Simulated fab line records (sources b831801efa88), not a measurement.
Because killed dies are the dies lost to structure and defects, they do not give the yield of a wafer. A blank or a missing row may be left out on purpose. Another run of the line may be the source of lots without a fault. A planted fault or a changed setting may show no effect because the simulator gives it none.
What tool caused it? | flow sky130 | 13 lots with 39 wafers sampled at 3 steps, on a route of 708 steps

WHAT THE GAUGES READ, wafer by wafer
No reading from a measuring or inspecting step in the record can be judged against a usual standard deviation.

WHICH TOOL RAN EACH LOT (tool, then ch and the chambers of the sampled wafers, then the start)
lot  | SKY_METAL1_METAL_ETCH_19          | SKY_METAL1_STRIP_20                  | SKY_PAD_OPEN_PROBE_99
L935 | rie_metal-02 ch 0,1, day 33 12:40 | plasma_asher-03 ch 0,1, day 33 12:46 | -
L936 | rie_metal-04 ch 0,1, day 33 12:58 | plasma_asher-03 ch 0,1, day 33 13:03 | -
L939 | rie_metal-02 ch 0,1, day 34 09:37 | plasma_asher-04 ch 0,1, day 34 09:42 | -
L940 | rie_metal-02 ch 0,1, day 35 01:23 | plasma_asher-03 ch 0,1, day 35 01:28 | -
L941 | rie_metal-04 ch 0,1, day 35 04:05 | plasma_asher-03 ch 0,1, day 35 04:11 | prober-01, day 47 17:49
L942 | rie_metal-02 ch 0,1, day 35 10:02 | plasma_asher-04 ch 0,1, day 35 10:07 | -
L944 | rie_metal-04 ch 0, day 36 02:20   | plasma_asher-04 ch 0,1, day 36 02:31 | -
L946 | rie_metal-04 ch 0,1, day 36 20:17 | plasma_asher-03 ch 0,1, day 36 20:25 | -
L949 | rie_metal-04 ch 0,1, day 37 15:04 | plasma_asher-04 ch 0,1, day 37 15:09 | prober-01, day 49 09:20
L952 | rie_metal-04 ch 0,1, day 38 17:23 | plasma_asher-04 ch 0,1, day 38 17:29 | -
L953 | rie_metal-04 ch 0,1, day 38 21:08 | plasma_asher-04 ch 0,1, day 38 21:14 | -
L955 | rie_metal-02 ch 0,1, day 39 07:29 | plasma_asher-01 ch 0,1, day 39 07:34 | -
L956 | rie_metal-03 ch 0, day 39 20:49   | plasma_asher-03 ch 0,1, day 39 20:56 | -
- SKY_METAL1_METAL_ETCH_19: etches the open film in Cl2/BCl3, stops on SiO2, target depth 360 nm, time 78 s.
- SKY_METAL1_STRIP_20: strips in O2/N2.
- SKY_PAD_OPEN_PROBE_99

AS READ BY THE TOOLS THEMSELVES (means over the sampled wafers that have a number; for cases with no such wafer, the mark the record gives instead)
SKY_METAL1_METAL_ETCH_19. Usual: drypump_motor_current_A 5.7 A, standard deviation 0.41; oes_product_au 0.853 a.u., standard deviation 0.0065; rf_fwd_power_W 894.2 W, standard deviation 2.6; throttle_valve_pct 22.264 %, standard deviation 0.0091.
lot  | tool         | drypump_motor_current_A (A) | oes_product_au (a.u.) | rf_fwd_power_W (W) | throttle_valve_pct (%) | flag
L935 | rie_metal-02 | 5.5                         | 0.852                 | 895.3              | 22.267                 |
L936 | rie_metal-04 | 6.0                         | 0.853                 | 894.7              | 22.262                 |
L939 | rie_metal-02 | 5.5                         | 0.856                 | 893.0              | 22.258                 |
L940 | rie_metal-02 | 5.5                         | 0.855                 | 892.8              | 22.265                 |
L941 | rie_metal-04 | 6.0                         | 0.848                 | 893.9              | 22.271                 |
L942 | rie_metal-02 | 5.3                         | 0.844                 | 893.4              | 22.267                 |
L944 | rie_metal-04 | 6.1                         | 0.852                 | 894.9              | 22.274                 |
L946 | rie_metal-04 | 5.8                         | 0.858                 | 897.8              | 22.263                 |
L949 | rie_metal-04 | 6.0                         | 0.780                 | 894.4              | 22.258                 | OFF
L952 | rie_metal-04 | 6.0                         | 0.780                 | 897.7              | 22.257                 | OFF
L953 | rie_metal-04 | 6.0                         | 0.787                 | 893.3              | 22.261                 | OFF
L955 | rie_metal-02 | 5.3                         | 0.856                 | 896.6              | 22.270                 |
L956 | rie_metal-03 | 6.3                         | 0.846                 | 894.0              | 22.259                 |

SKY_METAL1_STRIP_20. Usual: drypump_motor_current_A 5.9 A, standard deviation 0.4; oes_product_au 0.342 a.u., standard deviation 0.0052; strip_time_to_endpoint_s 2.68 s, standard deviation 0.05.
lot  | tool            | drypump_motor_current_A (A) | oes_product_au (a.u.) | strip_time_to_endpoint_s (s) | flag
L935 | plasma_asher-03 | 6.1                         | 0.338                 | 2.65                         |
L936 | plasma_asher-03 | 6.0                         | 0.338                 | 2.64                         |
L939 | plasma_asher-04 | 5.7                         | 0.343                 | 2.67                         |
L940 | plasma_asher-03 | 6.1                         | 0.340                 | 2.65                         |
L941 | plasma_asher-03 | 6.0                         | 0.339                 | 2.66                         |
L942 | plasma_asher-04 | 6.0                         | 0.344                 | 2.69                         |
L944 | plasma_asher-04 | 5.7                         | 0.340                 | 2.68                         |
L946 | plasma_asher-03 | 6.0                         | 0.346                 | 2.76                         |
L949 | plasma_asher-04 | 6.0                         | 0.323                 | 2.27                         | OFF
L952 | plasma_asher-04 | 5.7                         | 0.323                 | 2.28                         | OFF
L953 | plasma_asher-04 | 5.7                         | 0.328                 | 2.31                         | OFF
L955 | plasma_asher-01 | 5.9                         | 0.349                 | 2.73                         |
L956 | plasma_asher-03 | 6.0                         | 0.340                 | 2.66                         |

SKY_PAD_OPEN_PROBE_99. Usual: defect_limited_yield 82.6 %, standard deviation 1.8; killed_at_M0_to_M3 43, standard deviation 6.6; killed_at_M4_up 3.4, standard deviation 1.8; killed_at_contacts 24, standard deviation 4.9; killed_at_front_end 15, standard deviation 4.1; killed_at_other 0.3, standard deviation 0.55; killed_dies 85, standard deviation 8.8; killed_open 46, standard deviation 6.1; killed_short 39, standard deviation 5.7; sort_bin_3_pad_short 0.9 %, standard deviation 0.41; sort_bin_5_function 10.1 %, standard deviation 1.5; sort_bin_6_memory 6.4 %, standard deviation 1; sort_n_pass 407, standard deviation 8.8; sort_yield_pct 82.6 %, standard deviation 1.8.
lot  | tool      | defect_limited_yield (%) | killed_at_M0_to_M3 | killed_at_M4_up | killed_at_contacts | killed_at_front_end | killed_at_other | killed_dies | killed_open | killed_short | sort_bin_3_pad_short (%) | sort_bin_5_function (%) | sort_bin_6_memory (%) | sort_n_pass | sort_yield_pct (%) | flag
L941 | prober-01 | 81.9                     | 41                 | 3.3             | 29                 | 14                  | 1.3             | 89          | 46          | 41           | 0.9                      | 10.6                    | 6.6                   | 403         | 81.9               |
L949 | prober-01 | 82.7                     | 48                 | 2.7             | 22                 | 12                  | 0.0             | 85          | 50          | 35           | 0.7                      | 10.2                    | 6.5                   | 407         | 82.7               |

THE ANSWER, worked out from the rows above alone
Rule: take the mean of a lot's wafers that have a number; if it is more than 3 standard deviations from the usual mean, the lot is off. Also off: a lot with no number at a reading for which 4 or more lots have one. Where the step has rows for the other lots, those lots are counted as sound. Order of review: gauges by route order, followed by the tools' own readings, for which a lot's mean as printed above is used. At the first step where some lot is off, the reading lying furthest off is the one used; lots without a number count as furthest.
Off at SKY_METAL1_METAL_ETCH_19 (oes_product_au): L949, L952, L953.
If a tool, at that step or one of the process steps before it, ran each lot that is off and ran no sound lot following the first of them, it fits. One candidate fits, namely rie_metal-04 at SKY_METAL1_METAL_ETCH_19. A fault onset in the window from L946 (day 36 20:17, its last sound lot) to L949 (day 37 15:04, its first lot off) fits.
The tool's own readings at SKY_METAL1_METAL_ETCH_19 bear it out: on the lots that are off they differ by more than 5 times the standard deviation of the sound lots' means. oes_product_au reads 0.782 a.u. there against 0.852 a.u. on the sound lots.

WHAT THE SIMULATOR PUT IN
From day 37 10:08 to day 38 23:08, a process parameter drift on rie_metal-04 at SKY_METAL1_METAL_ETCH_19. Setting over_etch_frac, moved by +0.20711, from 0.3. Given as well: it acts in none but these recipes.
Struck lots among those shown: L949, L952, L953. The same result came from the rule above.
